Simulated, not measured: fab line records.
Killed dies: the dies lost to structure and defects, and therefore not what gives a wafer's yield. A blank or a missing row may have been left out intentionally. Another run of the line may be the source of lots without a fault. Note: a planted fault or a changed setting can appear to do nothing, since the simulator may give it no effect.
What tool caused it? / flow gf180mcu / 6 lots, 18 wafers sampled, at 2 steps of a route of 602

== WHAT THE GAUGES READ, wafer by wafer ==
GF_MVPSD_TW_MEAS_11.
lot=L836; measured=day 5 18:41; on=film metro-02; MVPSD_TW=557 560 558
lot=L841; measured=day 6 22:45; on=film metro-03; MVPSD_TW=556 562 560
lot=L843; measured=day 7 04:53; on=film metro-03; MVPSD_TW=562 562 562
lot=L845; measured=day 7 20:44; on=film metro-03; MVPSD_TW=561 558 560
lot=L847; measured=day 8 07:12; on=film metro-01; MVPSD_TW=554 556 555
lot=L852; measured=day 9 11:24; on=film metro-01; MVPSD_TW=592 591 588

== EACH LOT AND THE TOOL THAT RAN IT (in order: tool; ch and the chambers of the sampled wafers; start) ==
lot=L836; GF_MVPSD_IMPLANT_08=implanter-03 ch 0, day 5 18:17
lot=L841; GF_MVPSD_IMPLANT_08=implanter-02 ch 0, day 6 22:23
lot=L843; GF_MVPSD_IMPLANT_08=implanter-04 ch 0, day 7 04:29
lot=L845; GF_MVPSD_IMPLANT_08=implanter-02 ch 0, day 7 20:20
lot=L847; GF_MVPSD_IMPLANT_08=implanter-02 ch 0, day 8 06:47
lot=L852; GF_MVPSD_IMPLANT_08=implanter-02 ch 0, day 9 11:01
- GF_MVPSD_IMPLANT_08

== THE ANSWER, worked out from the rows above alone ==
Rule: the usual values come from the lots themselves. The widest of any qualifying gaps counts: lots, ordered by their means at a reading, are off when they make up no more than a third of the lots, leave a main group of 4 or more, and stand apart from it by 3 or more times the standard deviation of that group's means. A main group is skipped when, at the precision printed for the reading in the tables above, its means are all equal. Also off: a lot with no number at a reading for which 4 or more lots have one. The other lots that the step has rows for count as sound.
Off: L852, seen at GF_MVPSD_TW_MEAS_11 (MVPSD_TW). For the main group the mean is 559 and the standard deviation 2.3.
If a tool, at a process step before that reading, ran all the lots that are off and no sound lot after the first of them, it fits. Gauges at GF_MVPSD_TW_MEAS_11: tried the same way as those tools. Undecided on this evidence; 2 tools fit (implanter-02 at GF_MVPSD_IMPLANT_08, film metro-01 at GF_MVPSD_TW_MEAS_11).

== WHAT THE SIMULATOR HAD PUT IN ==
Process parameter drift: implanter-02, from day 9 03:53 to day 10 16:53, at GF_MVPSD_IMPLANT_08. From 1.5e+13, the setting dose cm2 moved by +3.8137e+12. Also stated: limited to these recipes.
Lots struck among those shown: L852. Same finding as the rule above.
